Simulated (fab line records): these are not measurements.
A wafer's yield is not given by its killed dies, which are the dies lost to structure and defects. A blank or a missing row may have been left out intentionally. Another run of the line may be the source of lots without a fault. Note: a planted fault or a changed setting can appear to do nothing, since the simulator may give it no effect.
Comparing a struck lot with a sound one || flow gf180mcu || 14 out of 602 route steps
Sound: the wafers L951.1, L951.2, L951.5. The struck wafers were L955.1, L955.2, L955.5. Last of all comes the cause.
At each step with rows: each side's tool, then ch and its chambers, then its first start. Under that, the readings that differ: sound wafers || struck wafers || difference of the means || sigmas: that difference in standard deviations of wafers without a fault.
alike: readings whose means differ by less than 2 such deviations, and words and numbers that are the same on both sides. not compared: withheld readings, readings that some wafer has no value for, bounds like >300 that may hide the same value, and numbers for which the record gives no deviation and whose values overlap.
Wherever a step has rows on one side only, a row that says differs or no value, or a row with sigmas, the two part there. Non-overlapping numbers with no deviation appear without sigmas and do not part them. A reading that every wafer of one side lacks parts them only if that side has two wafers or more.

first, 1 step without rows for these wafers: GF_HV_LDD_CLEAN_51 (cleans in SC1/SC2, time 150 s).
GF_HV_LDD_RTA_52: time 10 s.
  sound on rtp anneal-01 ch 0, day 12 15:05; struck on rtp anneal-01 ch 0, day 14 04:59
  alike: lamp power pct, wafer_temp_C_max
GF_HV_LDD_RS_MEAS_53: a four-point-probe measurement.
  sound on film metro-01, day 12 15:08; struck on film metro-04, day 14 05:03
  alike: HV_LDD_RS
then, 1 step without rows for these wafers: GF_HV_LDD_CVD_54 (deposits SiO2 from TEOS, target thk 10 nm, time 75 s).
GF_HV_LDD_THK_MEAS_55:
  sound on film metro-01, day 12 16:17; struck on film metro-01, day 14 06:11
  alike: HV_LDD_CVD_54_THK
then, 1 step without rows for these wafers: GF_HV_LDD_CVD_56 (deposits Si3N4 from DCS/NH3, target thk 90 nm, time 1543 s).
GF_HV_LDD_THK_MEAS_57:
  sound on film metro-01, day 12 17:46; struck on film metro-04, day 14 07:59
{"reading": "HV_LDD_CVD_56_THK (nm)", "sound": "89.2 89.2 89.1", "struck": "91.8 90.8 91.3", "difference": "+2.1", "sigmas": "+3"}
GF_HV_LDD_ETCHBACK_58: etches Si3N4 in CH3F/O2, stops on SiO2, time 100 s, target depth 90 nm.
  sound on rie diel-04 ch 0,1, day 12 17:50; struck on rie diel-03 ch 0,1, day 14 08:03
{"reading": "oes product au (a.u.)", "sound": "0.833 0.835 0.830", "struck": "0.857 0.842 0.853", "difference": "+0.018", "sigmas": "+3"}
  alike: chamber pressure mTorr, drypump motor current A, throttle valve pct
  not compared: rf hours counter h
then, 4 steps without rows for these wafers: GF_NSD_DEHYDRATE_00 (time 60 s); GF_NSD_HMDS_01 (prime time 60 s); GF_NSD_COAT_02 (resist thk 1000 nm); GF_NSD_SOFTBAKE_03 (time 60 s).
GF_NSD_EXPOSE_04: exposes mask Nplus, target cd 400 nm.
  struck on iline stepper-02, day 14 18:38; sound on iline stepper-01 ch 0, day 13 04:01
  no value came back on the struck wafers for exposure dose mJ cm2, focus offset nm (nm), sigma outer; on the sound wafers exposure dose mJ cm2 reads 140.11 140.09 140.21
  alike: mask
next, for these wafers, 1 step has no rows: GF_NSD_PEB_05.

== WHERE THEY PART ==
Earliest at GF_HV_LDD_THK_MEAS_57; latest, in this record, at GF_NSD_EXPOSE_04.

WHY: whatever the simulator had introduced
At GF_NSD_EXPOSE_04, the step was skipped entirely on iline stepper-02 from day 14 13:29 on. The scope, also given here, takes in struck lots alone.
